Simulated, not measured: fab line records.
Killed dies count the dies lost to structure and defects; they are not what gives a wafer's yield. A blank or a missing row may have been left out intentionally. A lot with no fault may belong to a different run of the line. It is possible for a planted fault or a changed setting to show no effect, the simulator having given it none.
Problem report, 8D (eight disciplines) form, completed by code || flow sky130 || the parts of the form that need people (team, actions taken, sign-off) are left out

## 1. THE ISSUE
Mean CAPM_TIN_RS at SKY_CAPM_RS_MEAS_03: 7.54 ohm/sq over 2 wafers in 2 lots; fault-free wafers: 6.93 ohm/sq, standard deviation 0.084. That puts it +7.2 standard deviations away from the usual mean.
The step: measures by four-point-probe.
The first sign was on wafer L206.4 at day 41 15:07, on film_metro-03. Wafers with a number at this step in the record: 30, from 10 lots. By rule, "out" or "out of limits" means more than 4 standard deviations away from the usual mean. All remaining wafers that have a number are taken as sound.

## 2. WHAT IT IS, WHAT IT ISN'T
{"question": "which readings at this step", "is": "CAPM_TIN_RS", "is not": "-"}
{"question": "which lots", "is": "L206, L210", "is not": "L189, L190, L191, L192, L194, L195, L196, L212"}
{"question": "which wafers of those lots", "is": "L206.4, L210.6", "is not": "L206.1, L206.2, L210.2, L210.3"}
{"question": "read on which gauges", "is": "film_metro-03, film_metro-04", "is not": "film_metro-01"}
{"question": "when", "is": "from day 41 15:07", "is not": "up to then (23 sound wafers); but 5 sound wafers of L210, L212 came after"}

## 3. SUSPECTS, AND WHAT RULES EACH OUT
Counting: a tool at a process step up to the reading stays a suspect if it ran every lot that is out. Sound lots after the first of them don't rule it out here, since some wafers of a struck lot are sound.
- the gauge at SKY_CAPM_RS_MEAS_03 has been ruled out. Those wafers that are out were read across 2 gauges (film_metro-03, film_metro-04).
- plasma_asher-04 at SKY_VIA2_STRIP_16 (strips in O2/N2): kept. Every lot that is out went through it, the first being L206 (day 41 13:25); the last sound lot it ran before that was L196 (day 38 20:52).
- pvd_sputter-03 at SKY_CAPM_SPUTTER_02 (material TiN, target thk 200 nm, time 166.7 s): kept. Every lot that is out went through it, the first being L206 (day 41 15:00); the last sound lot it ran before that was L196 (day 38 22:26).
What counting leaves: plasma_asher-04 at SKY_VIA2_STRIP_16 and pvd_sputter-03 at SKY_CAPM_SPUTTER_02.

## 4. THE CAUSE (what the simulator had put in)
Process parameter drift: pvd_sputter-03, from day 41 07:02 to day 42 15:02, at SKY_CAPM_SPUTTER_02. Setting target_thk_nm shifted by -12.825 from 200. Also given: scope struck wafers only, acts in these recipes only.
Counting leaves 2 suspects; this tool is one of them.

## 5. THE EFFECT CHAIN, in route order
One row per reading whose mean, taken over the struck wafers that have a number, lies over 3 standard deviations from the usual. Scope: only readings with a usual standard deviation given in the record; hours: median across lots of the time from each lot's start at the first step in this table that gives one to its start at this step; sigmas: change in usual standard deviations.
{"hours": 0, "step": "SKY_CAPM_RS_MEAS_03", "reading": "CAPM_TIN_RS", "usual": "6.93 ohm/sq", "on struck wafers": 7.54, "change": "+0.61", "sigmas": "+7.2"}
{"hours": 0, "step": "SKY_CAPM_THK_MEAS_04", "reading": "CAPM_TIN_THK", "usual": "194.8 nm", "on struck wafers": 179.4, "change": -15.4, "sigmas": -6.2}
{"hours": 23, "step": "SKY_CAPM_METAL_ETCH_13", "reading": "oes_product_au", "usual": "0.939 a.u.", "on struck wafers": 0.897, "change": -0.042, "sigmas": -5.1}
Its process steps:
- SKY_CAPM_METAL_ETCH_13: etches TiN in Cl2/BCl3, stops on SiO2, target depth 220 nm, time 62.9 s.

## 6. HOW IT WOULD HAVE BEEN CAUGHT EARLIER
In this record the first reading out of limits at a measuring or inspecting step was taken at day 41 15:07, 8 hours after the fault began at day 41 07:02.
Tool readings at SKY_CAPM_SPUTTER_02 with a usual standard deviation given in the record: none out on any struck wafer, hence no alarm at a limit of 4 standard deviations on them.
Of the lots that are out (2), L210 began SKY_CAPM_SPUTTER_02 on pvd_sputter-03 after day 41 15:07. It would have been spared by a hold on the tool at that moment.
